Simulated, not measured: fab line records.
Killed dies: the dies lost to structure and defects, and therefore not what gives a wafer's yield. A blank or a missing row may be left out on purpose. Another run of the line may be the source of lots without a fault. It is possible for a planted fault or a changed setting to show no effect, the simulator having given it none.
fab line records	flow sky130
[record] lots = 11	wafers = 33	last-day = 50
route steps=708 shown NWELL@81 VT_ADJUST_LVTN@117 SONOS_TUNNEL@156 SONOS_ONO@183 PAD_OPEN@708
lots with no fault: from the same line, run without faults
start-h: start of the lot's first displayed wafer, in hours after the record's first day	wait-h: hours from the lot's prior step to this one	" as in the row above	L1.1+2: one row covering several wafers at once	- no value, or no start given	* or withheld: withheld	< > ~ a bound
route shown NAME@n: names a module that has steps shown in the file, with the first one's number in the route	usual: the fault-free wafers' mean and standard deviation	same: alike in all rows	chamber/n: place in a boat	sites: each site's reading	_std_site: standard deviation across them	_edge_site: the outer-site mean with the inner-site mean subtracted	radius-mm: how far each site lies from the wafer's centre	mask NAME#n: copy n	behind: tool/chamber where the wafer was last shaped	hold: what put the lot on hold/how long, in hours/how the hold closed	device: transistor that didn't switch, given as n, p or np	end of line: the tests these same wafers got at the end of their route	a step without rows: its recipe alone	killed: not the wafer's yield, but the dies lost to structure and defects at the first sort	map: dies across one wafer; x = killed, . = not, _ = none there
set.NAME: setting as actually run; set.NAME@STEP: the setting as run at that earlier step	model.NAME: the simulator's own value behind a step, which no gauge read
one table for each step of the route and one row for each wafer, over a sample of lots
services: a tool's chamber out of use, with start hour (start-h, from the record's first day; less than 0 if before it), hours out, and reason
[[steps]]
[step SKY_NWELL_RTA_28]
[recipe] temp-c = 1050	time-s = 30	idle-temp-c = 650	ramp-up-c-per-s = 150	ramp-down-c-per-s = 90	ambient = N2
[usual] chamber-o2-ppm = 1.998/0.021	lamp-power-pct = 25.31/0.051	ramp-down-c-per-s = 89.999/0.016	wafer_temp_C_max = 1055.0/0.94
lot.wafer	tool	chamber	start-h	wait-h	chamber-o2-ppm	lamp-power-pct	ramp-down-c-per-s	wafer_temp_C_max
L403.2	rtp-anneal-02	0	111.46	0.0	2.009	25.30	89.991	1054.3
L403.3	"	0	"	"	1.991	25.22	89.982	1053.7
L403.4	"	0	"	"	1.992	25.35	90.008	1053.9
L404.1	rtp-anneal-01	0	114.15	0.0	1.990	25.24	89.990	1055.8
L404.5	"	0	"	"	1.951	25.32	89.980	1055.1
L404.6	"	0	"	"	1.971	25.39	89.982	1055.2
L406.2	rtp-anneal-02	0	129.39	0.0	2.018	25.38	90.019	1054.8
L406.3	"	0	"	"	2.001	25.34	89.979	1056.0
L406.4	"	0	"	"	2.034	25.34	90.006	1055.4
L408.2	rtp-anneal-01	0	138.10	0.0	1.972	25.38	90.007	1055.7
L408.4	"	0	"	"	2.003	25.33	90.010	1054.4
L408.6	"	0	"	"	1.972	25.30	90.001	1054.2
L410.3	rtp-anneal-01	0	149.32	0.0	2.009	25.31	89.990	1054.6
L410.4	"	0	"	"	1.978	25.34	90.021	1054.9
L410.5	"	0	"	"	2.026	25.34	90.019	1055.0
L411.3	rtp-anneal-01	0	155.73	0.0	2.026	25.39	89.987	1054.5
L411.4	"	0	"	"	2.037	25.26	89.953	1055.4
L411.6	"	0	"	"	2.001	25.35	90.003	1055.3
L412.1	rtp-anneal-02	0	163.24	0.0	1.988	25.38	89.982	1053.4
L412.2	"	0	"	"	2.020	25.35	90.027	1055.7
L412.5	"	0	"	"	2.009	25.24	89.987	1055.1
L413.1	rtp-anneal-02	0	171.24	0.0	1.982	25.24	90.000	1054.3
L413.3	"	0	"	"	1.986	25.36	90.018	1054.3
L413.6	"	0	"	"	1.990	25.31	90.004	1056.5
L417.2	rtp-anneal-01	0	193.32	0.0	2.029	25.44	89.999	1054.9
L417.4	"	0	"	"	1.985	25.31	90.025	1053.2
L417.5	"	0	"	"	2.023	25.38	90.013	1056.1
L422.1	rtp-anneal-02	0	226.03	0.0	1.973	25.21	90.004	1054.0
L422.3	"	0	"	"	1.997	25.38	90.011	1054.6
L422.6	"	0	"	"	1.977	25.33	90.022	1055.0
L425.1	rtp-anneal-02	0	241.33	0.0	2.012	25.33	90.011	1055.7
L425.2	"	0	"	"	2.006	25.30	89.998	1053.5
L425.5	"	0	"	"	2.014	25.32	89.967	1054.8
[step SKY_VT_ADJUST_LVTN_STRIP_20]
[recipe] chemistry = O2/N2	power-w = 1400	pressure-mtorr = 1500	platen-temp-c = withheld	o2-flow-sccm = 3000	n2-flow-sccm = 300	overash-fraction = 0.5
[usual] drypump-motor-current-A = 5.8/0.51	oes-product-au = 0.716/0.0045	strip-time-to-endpoint-s = 14.20/0.036
lot.wafer	tool	chamber	start-h	wait-h	drypump-motor-current-A	oes-product-au	rf-hours-counter-h	strip-time-to-endpoint-s
L403.2	plasma-asher-02	0	170.04	0.1	5.0	0.718	5	14.18
L403.3	"	1	"	"	6.2	0.710	-	14.20
L403.4	"	0	"	"	5.0	0.714	-	14.24
L404.1	plasma-asher-02	0	173.47	0.1	5.0	0.717	5	14.19
L404.5	"	0	"	"	5.0	0.714	-	14.24
L404.6	"	1	"	"	6.2	0.721	-	14.20
L406.2	plasma-asher-02	0	191.07	0.1	5.0	0.714	6	14.27
L406.3	"	1	"	"	6.2	0.714	-	14.30
L406.4	"	0	"	"	5.0	0.725	-	14.26
L408.2	plasma-asher-04	0	200.51	0.1	6.3	0.718	52	14.23
L408.4	"	0	"	"	6.3	0.721	-	14.18
L408.6	"	1	"	"	6.2	0.714	-	14.19
L410.3	plasma-asher-01	1	212.10	0.1	5.9	0.717	-	14.20
L410.4	"	0	"	"	5.4	0.714	-	14.18
L410.5	"	0	"	"	5.4	0.715	-	14.22
L411.3	plasma-asher-02	1	218.90	0.1	6.2	0.709	-	14.21
L411.4	"	0	"	"	5.0	0.715	-	14.20
L411.6	"	1	"	"	6.2	0.715	-	14.18
L412.1	plasma-asher-01	0	227.01	0.1	5.4	0.716	52	14.16
L412.2	"	1	"	"	5.9	0.715	52	14.16
L412.5	"	0	"	"	5.4	0.713	-	14.19
L413.1	plasma-asher-04	0	237.51	0.1	6.2	0.723	56	14.17
L413.3	"	1	"	"	6.2	0.717	-	14.18
L413.6	"	0	"	"	6.2	0.716	-	14.23
L417.2	plasma-asher-04	0	262.74	0.1	6.3	0.718	58	14.14
L417.4	"	1	"	"	6.2	0.712	-	14.14
L417.5	"	0	"	"	6.3	0.712	-	14.16
L422.1	plasma-asher-02	0	299.66	0.1	5.0	0.721	17	14.20
L422.3	"	1	"	"	6.2	0.724	-	14.17
L422.6	"	0	"	"	5.0	0.710	-	14.16
L425.1	plasma-asher-02	0	316.61	0.1	5.0	0.719	18	14.20
L425.2	"	1	"	"	6.2	0.723	18	14.16
L425.5	"	1	"	"	6.2	0.717	-	14.16
[step SKY_SONOS_TUNNEL_COAT_02]
[recipe] resist = NOVOLAK	spin-rpm = 3000	resist-thk-nm = 1140
[usual] chill-plate-temp-C = 23.02/0.11	dispense-pressure-kPa = 47.1/1
lot.wafer	tool	chamber	start-h	wait-h	chill-plate-temp-C	dispense-pressure-kPa
L403.2	litho-track-02	0	245.78	0.1	23.12	48.5
L403.3	"	0	"	"	23.08	48.5
L403.4	"	0	"	"	23.09	48.4
L404.1	litho-track-04	0	251.03	0.1	22.95	46.0
L404.5	"	0	"	"	22.98	46.0
L404.6	"	0	"	"	22.87	46.0
L406.2	litho-track-03	0	270.56	0.1	22.80	47.2
L406.3	"	0	"	"	22.80	47.2
L406.4	"	0	"	"	22.83	47.1
L408.2	litho-track-03	0	280.65	0.1	23.15	47.2
L408.4	"	0	"	"	23.20	47.2
L408.6	"	0	"	"	22.92	47.2
L410.3	litho-track-02	0	294.80	0.1	23.12	48.5
L410.4	"	0	"	"	23.17	48.5
L410.5	"	0	"	"	23.12	48.5
L411.3	litho-track-03	-	303.58	0.1	-	-
L411.4	"	-	"	"	-	-
L411.6	"	-	"	"	-	-
L412.1	litho-track-04	-	312.43	0.1	-	-
L412.2	"	-	"	"	-	-
L412.5	"	-	"	"	-	-
L413.1	litho-track-04	-	324.73	0.1	-	-
L413.3	"	-	"	"	-	-
L413.6	"	-	"	"	-	-
L417.2	litho-track-04	0	354.25	0.1	22.95	45.9
L417.4	"	0	"	"	23.03	45.8
L417.5	"	0	"	"	22.91	45.9
L422.1	litho-track-04	0	395.28	0.1	23.13	45.9
L422.3	"	0	"	"	22.94	45.9
L422.6	"	0	"	"	23.06	45.9
L425.1	litho-track-03	0	414.68	0.1	22.99	47.2
L425.2	"	0	"	"	23.15	47.1
L425.5	"	0	"	"	22.99	47.2
[step SKY_SONOS_TUNNEL_CD_MEAS_07]
[recipe] target-cd-nm = 410
[usual] cd-nm = 409.5/2.3
lot.wafer	tool	chamber	start-h	wait-h	cd-nm
L403.2	cd-sem-01	-	257.45	0.1	409.2
L403.3	"	-	"	"	409.4
L403.4	"	-	"	"	407.8
L404.1	cd-sem-01	-	263.33	0.1	407.4
L404.5	"	-	"	"	408.5
L404.6	"	-	"	"	407.5
L406.2	cd-sem-02	-	283.07	0.1	405.5
L406.3	"	-	"	"	405.9
L406.4	"	-	"	"	406.4
L408.2	cd-sem-02	-	293.87	0.1	408.6
L408.4	"	-	"	"	407.9
L408.6	"	-	"	"	408.7
L410.3	cd-sem-01	-	307.29	0.1	410.1
L410.4	"	-	"	"	413.0
L410.5	"	-	"	"	411.8
L411.3	cd-sem-02	-	317.09	0.1	-
L411.4	"	-	"	"	-
L411.6	"	-	"	"	-
L412.1	cd-sem-01	-	325.75	0.1	-
L412.2	"	-	"	"	-
L412.5	"	-	"	"	-
L413.1	cd-sem-02	-	338.68	0.1	-
L413.3	"	-	"	"	-
L413.6	"	-	"	"	-
L417.2	cd-sem-02	-	368.12	0.1	412.8
L417.4	"	-	"	"	411.5
L417.5	"	-	"	"	411.2
L422.1	cd-sem-02	-	409.88	0.1	410.1
L422.3	"	-	"	"	409.5
L422.6	"	-	"	"	409.4
L425.1	cd-sem-02	-	429.58	0.1	414.2
L425.2	"	-	"	"	415.3
L425.5	"	-	"	"	414.0
[step SKY_SONOS_ONO_ETCH_15]
[recipe] target-depth-nm = 19.52	chemistry = CHF3/O2	source-w = 600	bias-w = 200	pressure-mtorr = 40	chf3-flow-sccm = 50	O2_flow_sccm = 5	time-s = 8.094
[usual] chf3-flow-sccm = 50.03/0.15	drypump-motor-current-A = 5.7/0.67	oes-product-au = 0.997/0.0072	throttle-valve-pct = 8.825/0.0093
lot.wafer	tool	chamber	start-h	wait-h	chf3-flow-sccm	drypump-motor-current-A	oes-product-au	rf-hours-counter-h	throttle-valve-pct
L403.2	rie-diel-04	3	288.73	0.0	49.71	6.0	1.006	84	8.821
L403.3	"	1	"	"	50.19	5.5	1.008	18	8.822
L403.4	"	0	"	"	49.89	5.9	0.991	46	8.826
L404.1	rie-diel-03	2	295.68	0.0	49.96	6.5	0.997	2	8.819
L404.5	"	1	"	"	50.13	6.2	1.015	-	8.823
L404.6	"	0	"	"	50.16	4.6	0.992	-	8.812
L406.2	rie-diel-03	3	314.63	0.0	49.93	5.2	1.000	21	8.827
L406.3	"	2	"	"	49.91	6.6	0.990	2	8.808
L406.4	"	1	"	"	50.14	6.2	1.009	41	8.840
L408.2	rie-diel-03	1	326.14	0.0	50.16	6.3	1.007	41	8.828
L408.4	"	0	"	"	49.94	4.7	0.991	71	8.823
L408.6	"	3	"	"	49.92	5.2	0.988	-	8.833
L410.3	rie-diel-04	3	339.13	0.0	49.89	5.9	1.009	85	8.823
L410.4	"	1	"	"	50.08	5.5	0.995	19	8.819
L410.5	"	1	"	"	50.02	5.5	1.004	-	8.817
L417.2	rie-diel-02	3	427.48	0.0	50.10	5.3	1.004	0	8.827
L417.4	"	1	"	"	50.07	4.9	0.996	23	8.830
L417.5	"	2	"	"	50.20	5.2	1.004	-	8.834
L422.1	rie-diel-02	0	452.88	0.0	50.01	5.6	0.997	13	8.817
L422.3	"	2	"	"	50.16	5.2	1.000	1	8.816
L422.6	"	0	"	"	49.92	5.6	0.998	-	8.830
L425.1	rie-diel-03	3	467.19	0.0	50.31	5.2	0.997	24	8.832
L425.2	"	2	"	"	50.07	6.5	0.992	5	8.823
L425.5	"	0	"	"	50.24	4.7	0.998	-	8.808
[step SKY_PAD_OPEN_PROBE_99]
[usual] killed_at_M0_to_M3 = 43/6.8	killed_at_M4_up = 3.2/1.7	killed-at-contacts = 24/5.6	killed-at-front-end = 15/4.7	killed-at-other = 0.3/0.59	killed-dies = 86/10	killed-on-rim = 16/4	killed-open = 47/6.8	killed-short = 39/6.4
[same] gross-dies = 492	killed-at-back-side = 0
lot.wafer	tool	chamber	start-h	wait-h	killed_at_M0_to_M3	killed_at_M4_up	killed-at-contacts	killed-at-front-end	killed-at-other	killed-dies	killed-on-rim	killed-open	killed-short
L403.2	prober-01	-	1091.81	0.1	40	5	15	17	0	77	13	40	37
L403.3	prober-01	-	1091.86	0.2	43	3	20	18	1	85	12	49	36
L403.4	prober-01	-	1091.91	0.2	39	3	19	15	0	76	13	47	28
L404.1	prober-01	-	1096.90	0.1	36	3	27	12	0	78	18	41	37
L404.5	prober-01	-	1097.10	0.2	42	4	28	24	1	99	15	50	47
L404.6	prober-01	-	1097.15	0.2	49	1	25	15	0	90	20	44	46
L406.2	prober-02	-	1104.01	0.1	40	2	17	11	0	70	12	42	28
L406.3	prober-02	-	1104.06	0.2	38	4	17	17	1	77	15	39	38
L406.4	prober-02	-	1104.11	0.2	34	1	23	19	0	77	16	50	27
L408.2	prober-02	-	1107.32	0.1	40	3	22	17	1	83	17	47	35
L408.4	prober-02	-	1107.42	0.2	36	1	24	21	1	83	20	46	37
L408.6	prober-02	-	1107.52	0.2	44	2	17	13	0	76	13	35	41
L410.3	prober-02	-	1124.11	0.2	56	6	21	23	0	106	26	59	47
L410.4	prober-02	-	1124.16	0.2	61	3	18	22	1	105	18	57	47
L410.5	prober-02	-	1124.21	0.2	57	3	24	23	0	107	19	57	50
L411.3	prober-01	-	1125.60	0.2	38	3	32	419	0	492	96	46	42
L411.4	prober-01	-	1125.65	0.2	34	3	32	423	0	492	96	43	34
L411.6	prober-01	-	1125.75	0.2	47	3	16	426	0	492	96	43	32
L412.1	prober-02	-	1135.69	0.1	49	2	28	413	0	492	96	50	41
L412.2	prober-02	-	1135.74	0.1	36	4	25	426	1	492	96	48	33
L412.5	prober-02	-	1135.89	0.2	40	0	31	421	0	492	96	46	42
L413.1	prober-01	-	1144.31	0.1	53	3	15	421	0	492	96	43	43
L413.3	prober-01	-	1144.41	0.2	58	5	25	404	0	492	96	55	51
L413.6	prober-01	-	1144.56	0.2	47	5	18	422	0	492	96	47	37
L417.2	prober-01	-	1182.11	0.1	37	1	22	8	0	68	11	33	35
L417.4	prober-01	-	1182.21	0.2	45	4	20	17	0	86	12	47	39
L417.5	prober-01	-	1182.26	0.2	42	4	28	15	0	89	20	47	42
L422.1	prober-02	-	1187.59	0.1	52	3	13	15	0	83	19	51	32
L422.3	prober-02	-	1187.69	0.2	56	3	24	13	0	96	23	51	45
L422.6	prober-02	-	1187.84	0.2	39	4	29	25	0	97	22	47	49
L425.1	prober-01	-	1206.46	0.1	48	6	29	23	1	107	27	50	57
L425.2	prober-01	-	1206.51	0.1	43	7	13	19	0	82	15	50	32
L425.5	prober-01	-	1206.66	0.2	39	4	16	25	0	84	21	44	40
// killed by level:class
L403.2 CONTACT:geometric-particle:open=9 VIA2:geometric-particle:open=8 FIELD_ISO:geometric-particle:short=7 VIA1:geometric-particle:open=6 METAL2:geometric-particle:short=5 POLY_GATE:geometric-particle:short=5 VIA3:geometric-particle:open=5 LI_CONTACT:geometric-particle:open=5
L403.3 VIA1:geometric-particle:short=8 VIA1:geometric-particle:open=8 VIA2:geometric-particle:open=8 LI_CONTACT:geometric-particle:open=7 METAL2:geometric-particle:short=6 VIA3:geometric-particle:open=6 FIELD_ISO:geometric-particle:open=5 SPACER:geometric-particle:open=4
L403.4 VIA1:geometric-particle:open=10 FIELD_ISO:geometric-particle:open=9 CONTACT:geometric-particle:open=8 VIA2:geometric-particle:open=6 VIA3:geometric-particle:open=6 VIA1:geometric-particle:short=5 METAL2:geometric-particle:short=5 LI_CONTACT:geometric-particle:open=4
L404.1 LI_CONTACT:geometric-particle:open=12 CONTACT:geometric-particle:open=6 METAL2:geometric-particle:short=6 VIA1:geometric-particle:open=6 FIELD_ISO:geometric-particle:short=5 VIA2:geometric-particle:short=4 VIA2:geometric-particle:open=4 VIA3:geometric-particle:open=4
L404.5 VIA1:geometric-particle:open=11 VIA3:geometric-particle:open=8 CONTACT:geometric-particle:open=7 FIELD_ISO:geometric-particle:short=5 LI_CONTACT:geometric-particle:open=5 LI_CONTACT:geometric-particle:short=5 CONTACT:geometric-particle:short=5 POLY_GATE:geometric-particle:short=4
L404.6 LI_CONTACT:geometric-particle:open=10 VIA2:geometric-particle:open=9 METAL3:geometric-particle:short=7 VIA2:geometric-particle:short=6 CONTACT:geometric-particle:short=5 CONTACT:geometric-particle:open=5 VIA1:geometric-particle:open=5 METAL2:geometric-particle:short=5
L406.2 VIA1:geometric-particle:open=14 CONTACT:geometric-particle:open=9 VIA2:geometric-particle:open=6 METAL2:geometric-particle:short=6 CONTACT:geometric-particle:short=4 METAL1:geometric-particle:short=4 POLY_GATE:geometric-particle:open=3 POLY_GATE:geometric-particle:short=3
L406.3 FIELD_ISO:geometric-particle:open=8 METAL1:geometric-particle:short=7 LI_CONTACT:geometric-particle:open=5 VIA1:geometric-particle:open=5 CONTACT:geometric-particle:open=5 METAL2:geometric-particle:short=5 VIA2:geometric-particle:open=5 CONTACT:geometric-particle:short=4
L406.4 VIA1:geometric-particle:open=13 CONTACT:geometric-particle:open=11 LI_CONTACT:geometric-particle:open=7 FIELD_ISO:geometric-particle:short=6 FIELD_ISO:geometric-particle:open=4 POLY_GATE:geometric-particle:short=4 CONTACT:geometric-particle:short=4 METAL2:geometric-particle:open=4
L408.2 CONTACT:geometric-particle:open=11 VIA3:geometric-particle:open=9 VIA2:geometric-particle:open=8 VIA1:geometric-particle:open=7 CONTACT:geometric-particle:short=6 FIELD_ISO:geometric-particle:open=4 FIELD_ISO:geometric-particle:short=4 METAL3:geometric-particle:short=4
L408.4 CONTACT:geometric-particle:open=11 FIELD_ISO:geometric-particle:short=9 VIA1:geometric-particle:open=9 LI_CONTACT:geometric-particle:open=6 VIA1:geometric-particle:short=5 METAL2:geometric-particle:short=5 FIELD_ISO:geometric-particle:open=4 POLY_GATE:geometric-particle:open=4
L408.6 VIA1:geometric-particle:open=9 METAL1:geometric-particle:short=8 CONTACT:geometric-particle:open=6 VIA1:geometric-particle:short=6 FIELD_ISO:geometric-particle:short=5 METAL3:geometric-particle:short=5 LI_CONTACT:geometric-particle:open=5 FIELD_ISO:geometric-particle:open=4
L410.3 VIA2:geometric-particle:open=12 VIA1:geometric-particle:open=10 METAL1:geometric-particle:short=8 CONTACT:geometric-particle:open=7 VIA3:geometric-particle:short=6 FIELD_ISO:geometric-particle:open=5 POLY_GATE:geometric-particle:short=5 POLY_GATE:geometric-particle:open=5
L410.4 VIA1:geometric-particle:open=13 VIA2:geometric-particle:open=8 METAL1:geometric-particle:short=7 FIELD_ISO:geometric-particle:open=6 POLY_GATE:geometric-particle:open=6 VIA3:geometric-particle:open=6 METAL2:geometric-particle:short=6 POLY_GATE:geometric-particle:short=5
L410.5 FIELD_ISO:geometric-particle:short=10 VIA1:geometric-particle:open=10 LI_CONTACT:geometric-particle:open=10 VIA3:geometric-particle:open=8 METAL2:geometric-particle:short=8 VIA2:geometric-particle:open=8 VIA1:geometric-particle:short=7 CONTACT:geometric-particle:open=6
L411.3 SONOS_TUNNEL:area-expose=404 CONTACT:geometric-particle:open=13 VIA1:geometric-particle:open=8 LI_CONTACT:geometric-particle:open=8 LOCAL_INTERCONNECT:geometric-particle:short=7 FIELD_ISO:geometric-particle:open=5 METAL1:geometric-particle:short=5 VIA3:geometric-particle:open=4
L411.4 SONOS_TUNNEL:area-expose=414 CONTACT:geometric-particle:open=14 VIA1:geometric-particle:open=9 LI_CONTACT:geometric-particle:open=7 METAL1:geometric-particle:short=5 CONTACT:geometric-particle:short=5 VIA3:geometric-particle:open=5 FIELD_ISO:geometric-particle:short=4
L411.6 SONOS_TUNNEL:area-expose=415 VIA1:geometric-particle:open=12 VIA3:geometric-particle:open=10 CONTACT:geometric-particle:open=7 METAL1:geometric-particle:short=5 METAL1:geometric-particle:open=3 POLY_GATE:geometric-particle:short=3 LI_CONTACT:geometric-particle:open=3
L412.1 SONOS_TUNNEL:area-expose=401 CONTACT:geometric-particle:open=11 VIA1:geometric-particle:open=10 LI_CONTACT:geometric-particle:open=9 METAL1:geometric-particle:short=9 METAL2:geometric-particle:short=6 VIA2:geometric-particle:open=5 VIA3:geometric-particle:open=4
L412.2 SONOS_TUNNEL:area-expose=411 VIA2:geometric-particle:open=7 POLY_GATE:geometric-particle:open=6 LI_CONTACT:geometric-particle:open=6 VIA1:geometric-particle:open=6 VIA3:geometric-particle:open=5 CONTACT:geometric-particle:open=5 METAL1:geometric-particle:short=4
L412.5 SONOS_TUNNEL:area-expose=403 CONTACT:geometric-particle:open=12 LI_CONTACT:geometric-particle:open=11 VIA1:geometric-particle:short=9 METAL1:geometric-particle:short=6 VIA2:geometric-particle:open=6 VIA3:geometric-particle:open=6 POLY_GATE:geometric-particle:short=5
L413.1 SONOS_TUNNEL:area-expose=405 VIA1:geometric-particle:open=15 METAL1:geometric-particle:short=8 VIA2:geometric-particle:open=8 METAL2:geometric-particle:short=6 FIELD_ISO:geometric-particle:open=5 LI_CONTACT:geometric-particle:open=4 LOCAL_INTERCONNECT:geometric-particle:short=4
L413.3 SONOS_TUNNEL:area-expose=386 VIA1:geometric-particle:open=13 VIA3:geometric-particle:open=10 CONTACT:geometric-particle:open=9 LI_CONTACT:geometric-particle:open=8 METAL1:geometric-particle:short=8 POLY_GATE:geometric-particle:short=7 VIA1:geometric-particle:short=7
L413.6 SONOS_TUNNEL:area-expose=408 VIA3:geometric-particle:open=9 VIA1:geometric-particle:open=8 METAL2:geometric-particle:short=7 VIA2:geometric-particle:open=7 LI_CONTACT:geometric-particle:open=6 METAL1:geometric-particle:short=6 POLY_GATE:geometric-particle:open=5
L417.2 LI_CONTACT:geometric-particle:open=7 VIA3:geometric-particle:open=7 LOCAL_INTERCONNECT:geometric-particle:short=6 METAL2:geometric-particle:short=6 VIA1:geometric-particle:open=5 POLY_GATE:geometric-particle:short=4 CONTACT:geometric-particle:open=4 METAL3:geometric-particle:short=4
L417.4 VIA3:geometric-particle:open=10 VIA1:geometric-particle:open=8 METAL2:geometric-particle:short=8 LI_CONTACT:geometric-particle:open=6 CONTACT:geometric-particle:open=6 POLY_GATE:geometric-particle:short=5 POLY_GATE:geometric-particle:open=4 VIA2:geometric-particle:open=4
L417.5 LI_CONTACT:geometric-particle:open=8 VIA1:geometric-particle:open=8 LOCAL_INTERCONNECT:geometric-particle:short=8 METAL2:geometric-particle:short=8 METAL1:geometric-particle:short=7 VIA3:geometric-particle:open=6 CONTACT:geometric-particle:open=6 POLY_GATE:geometric-particle:open=5
L422.1 VIA1:geometric-particle:open=12 VIA2:geometric-particle:open=9 METAL2:geometric-particle:short=7 CONTACT:geometric-particle:open=7 VIA3:geometric-particle:open=6 VIA1:geometric-particle:short=5 FIELD_ISO:geometric-particle:open=4 POLY_GATE:geometric-particle:open=3
L422.3 VIA1:geometric-particle:open=11 METAL1:geometric-particle:short=10 LI_CONTACT:geometric-particle:open=9 CONTACT:geometric-particle:open=7 VIA3:geometric-particle:open=7 METAL2:geometric-particle:short=5 VIA2:geometric-particle:open=5 VIA3:geometric-particle:short=5
L422.6 VIA1:geometric-particle:open=11 CONTACT:geometric-particle:open=10 POLY_GATE:geometric-particle:short=8 METAL1:geometric-particle:short=8 LI_CONTACT:geometric-particle:open=7 FIELD_ISO:geometric-particle:open=6 LOCAL_INTERCONNECT:geometric-particle:short=6 POLY_GATE:geometric-particle:open=4
L425.1 VIA1:geometric-particle:open=11 CONTACT:geometric-particle:open=11 FIELD_ISO:geometric-particle:open=8 METAL2:geometric-particle:short=8 CONTACT:geometric-particle:short=8 LI_CONTACT:geometric-particle:open=6 VIA3:geometric-particle:short=6 METAL4:geometric-particle:short=6
L425.2 VIA1:geometric-particle:open=10 VIA3:geometric-particle:open=8 FIELD_ISO:geometric-particle:short=6 LI_CONTACT:geometric-particle:open=6 METAL2:geometric-particle:short=6 VIA2:geometric-particle:open=5 FIELD_ISO:geometric-particle:open=4 CONTACT:geometric-particle:short=4
L425.5 FIELD_ISO:geometric-particle:short=15 VIA1:geometric-particle:open=12 VIA3:geometric-particle:open=8 CONTACT:geometric-particle:open=7 FIELD_ISO:geometric-particle:open=6 METAL1:geometric-particle:short=5 METAL4:geometric-particle:short=3 LOCAL_INTERCONNECT:geometric-particle:short=3
[[services]]
tool	chamber	start-h	hours	kind
plasma-asher-01	-	89.21	33.5	repair
rie-diel-03	1	98.04	6.1	repair
plasma-asher-02	-	108.75	9.0	pm
plasma-asher-01	-	153.73	2.8	pm
plasma-asher-02	-	174.68	13.5	repair
rie-diel-03	0	183.93	9.2	repair
rie-diel-04	0	196.11	1.2	repair
rie-diel-03	0	210.83	5.7	repair
rie-diel-03	0	219.29	16.8	repair
plasma-asher-04	-	263.98	2.8	pm
rtp-anneal-01	-	268.61	3.8	pm
plasma-asher-04	-	269.14	4.6	repair
rie-diel-02	3	287.71	93.4	repair
plasma-asher-02	-	298.69	0.9	repair
plasma-asher-02	-	336.38	7.5	repair
rtp-anneal-02	-	337.81	2.1	pm
rie-diel-04	-	368.71	15.6	pm
rie-diel-03	1	382.63	7.7	repair
rie-diel-04	2	399.09	23.4	repair
plasma-asher-04	-	421.32	9.0	pm
plasma-asher-02	-	429.75	9.1	repair
plasma-asher-02	-	438.90	14.6	pm
plasma-asher-04	-	441.73	4.0	pm
rie-diel-03	2	445.80	2.8	repair
[[key]]
[first-sign] step = SKY_SONOS_TUNNEL_COAT_02	reading = tool-record	direction = missing
[effect] step = SKY_SONOS_TUNNEL_CD_MEAS_07	reading = cd-nm	direction = missing
[effect] step = SKY_PAD_OPEN_PROBE_99	reading = killed-at-front-end	direction = up	sigmas = 86	usual = 15	struck = 419
[more-kills-born-at] SKY_SONOS_TUNNEL_EXPOSE_04@iline-stepper-01 = 2448	SKY_SONOS_TUNNEL_EXPOSE_04@iline-stepper-02 = 1199
met-at SKY_SONOS_TUNNEL_COAT_02
struck-lots L411,L412,L413
later-rows-left-out L411.3,L411.4,L411.6,L412.1,L412.2,L412.5,L413.1,L413.3,L413.6
tester-left-out L411,L412,L413
not-acting-at SKY_NWELL_RTA_28,SKY_VT_ADJUST_LVTN_STRIP_20,SKY_SONOS_ONO_ETCH_15
onset-between 280.65 303.58
[fault] kind = skipped-step-whole	tool = litho-track-03,litho-track-04	chamber = -	onset-h = 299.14	steps = SKY_SONOS_TUNNEL_COAT_02	scope = struck-lots-only
// tester-left-out: of these lots the tester's yield and bins aren't shown, on N5 and GAA mostly nor the transistor test; their killed dies are dies lost to structure and defects alone, not to doping, threshold or leakage, so they don't give the yield
// later-rows-left-out: the simulator's readings of these wafers behind a module that went badly wrong aren't trusted and aren't shown, but for the sort
